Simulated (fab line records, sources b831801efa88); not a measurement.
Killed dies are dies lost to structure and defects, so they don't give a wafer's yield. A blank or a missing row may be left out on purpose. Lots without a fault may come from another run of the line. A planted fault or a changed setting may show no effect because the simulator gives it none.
Problem report in the 8D (eight disciplines) form, filled by code | flow gf180mcu | the parts of the form that need people (team, actions taken, sign-off) are left out

1. THE PROBLEM
MIM_ALCU_RS at GF_MIM_RS_MEAS_10 reads a mean of 0.2388 ohm/sq on 6 wafers of 2 lots; wafers without a fault read 0.1597 ohm/sq with a standard deviation of 0.0018. That is +44 standard deviations from the usual mean.
The step: measures by four-point-probe.
First seen on wafer L365.3, day 31 11:39, on film_metro-02. The record holds 42 wafers of 14 lots with a number at this step. Rule for "out", or "out of limits": more than 4 standard deviations from the usual mean. The other wafers with a number count as sound.

2. WHAT IT IS AND WHAT IT IS NOT
question                    | is                           | is not
which readings at this step | MIM_ALCU_RS                  | -
which lots                  | L365, L366                   | L344, L345, L346, L348, L349, L350, L351, L352, L354, L355, L356, L364
which wafers of those lots  | all that have a number       | -
read on which gauges        | film_metro-01, film_metro-02 | film_metro-04
when                        | from day 31 11:39            | up to then (36 sound wafers)

3. SUSPECTS, AND WHAT RULES EACH OUT
Counting: a tool at a process step up to the reading stays a suspect if it ran every lot that is out and no sound lot after the first of them.
- the gauge at GF_MIM_RS_MEAS_10: ruled out. The wafers that are out were read on 2 gauges (film_metro-01, film_metro-02).
- pvd_sputter-02 at GF_MIM_SPUTTER_08 (material AlCu, target thk 200 nm, time 10.6 s): kept. It ran every lot that is out, first L365 (day 31 11:34), and no sound lot after that; its last sound lot up to then is L356 (day 29 00:13).
Left after counting: pvd_sputter-02 at GF_MIM_SPUTTER_08.

4. THE CAUSE (what the simulator had put in)
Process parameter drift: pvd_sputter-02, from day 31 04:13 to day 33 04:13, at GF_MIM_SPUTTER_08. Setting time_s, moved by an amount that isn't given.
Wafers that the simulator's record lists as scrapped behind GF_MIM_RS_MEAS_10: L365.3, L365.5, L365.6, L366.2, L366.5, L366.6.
Counting left only this tool.

5. THE CHAIN OF EFFECTS, in route order
Each row: a reading whose mean over the struck wafers that have a number lies more than 3 standard deviations from the usual. Only readings for which the record gives a usual standard deviation are gone through. hours: the time from each lot's start at the first step in this table that gives one to its start at this step, as a median over the lots. sigmas: the change in usual standard deviations.
hours | step              | reading     | usual         | on struck wafers | change  | sigmas
0     | GF_MIM_RS_MEAS_10 | MIM_ALCU_RS | 0.1597 ohm/sq | 0.2388           | +0.0791 | +44

6. WHAT WOULD HAVE CAUGHT IT SOONER
In this record the first reading out of limits at a measuring or inspecting step was taken at day 31 11:39, 7 hours after the fault began at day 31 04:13.
Of the tool readings at GF_MIM_SPUTTER_08 for which the record gives a usual standard deviation, none was out on any struck wafer, so an alarm limit of 4 standard deviations on them would not have fired.
Of the lots that are out (2), L366 began GF_MIM_SPUTTER_08 on pvd_sputter-02 after day 31 11:39. A hold on the tool at that time would have spared it.
